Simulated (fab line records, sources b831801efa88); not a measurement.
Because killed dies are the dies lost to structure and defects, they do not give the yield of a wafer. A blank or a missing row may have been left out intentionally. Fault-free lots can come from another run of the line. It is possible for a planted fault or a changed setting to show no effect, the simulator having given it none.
Matching of chambers + flow sky130 + SKY_METAL3_ETCH_17 on rie diel-01: 4 sister chambers
The step etches SiO2 in C4F8/O2/Ar, stops on TiN, time 3.9 s, target depth 15 nm. 7 wafers are shown with their chamber, then 10 later ones without.

== WAFERS, EACH WITH ITS CHAMBER ==
| wafer  | chamber | oes product au (a.u.) |
|--------|---------|-----------------------|
| L089.5 | 1       | 0.764                 |
| L089.6 | 2       | 0.753                 |
| L090.1 | 2       | 0.755                 |
| L090.2 | 1       | 0.743                 |
| L090.3 | 3       | 0.745                 |
| L092.3 | 0       | 0.760                 |
| L092.4 | 3       | 0.760                 |

== WAFERS WITHOUT THEIR CHAMBER ==
| wafer  | oes product au (a.u.) |
|--------|-----------------------|
| L092.5 | 0.761                 |
| L094.1 | 0.753                 |
| L094.4 | 0.758                 |
| L094.6 | 0.761                 |
| L095.1 | 0.763                 |
| L095.4 | 0.759                 |
| L095.6 | 0.765                 |
| L096.3 | 0.739                 |
| L096.4 | 0.756                 |
| L096.5 | 0.744                 |

== THE CHAMBER EACH PASSED THROUGH ==
| wafer  | from the rows above               | in truth |
|--------|-----------------------------------|----------|
| L092.5 | can't be placed: 0 or 2 or 1 or 3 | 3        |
| L094.1 | can't be placed: 1 or 3 or 2 or 0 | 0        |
| L094.4 | can't be placed: 0 or 2 or 1 or 3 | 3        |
| L094.6 | can't be placed: 0 or 2 or 1 or 3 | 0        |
| L095.1 | can't be placed: 0 or 2 or 1 or 3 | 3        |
| L095.4 | can't be placed: 0 or 2 or 1 or 3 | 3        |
| L095.6 | can't be placed: 0 or 2 or 1 or 3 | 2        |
| L096.3 | can't be placed: 3 or 1 or 2 or 0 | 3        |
| L096.4 | can't be placed: 2 or 1 or 3 or 0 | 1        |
| L096.5 | can't be placed: 3 or 1 or 2 or 0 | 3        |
0 of 10 placed correctly. Unplaceable from these rows: 10, with the true chamber sitting among the candidates in 10. 0 placed wrongly.
How it was worked out, from the rows above alone: a wafer's distance from a chamber is the root of the sum, over the readings, of the square of ((its reading less the chamber's mean) divided by the reading's scatter). If the next closest chamber is less than 2 further off than the closest, the wafer can't be placed; otherwise it belongs to the closest. The mean given for a chamber averages the wafers shown for that chamber. How the scatter is found: for the shown wafers, subtract from each reading the mean of its chamber, square and add these, divide the total by (wafers less chambers), then take the root.
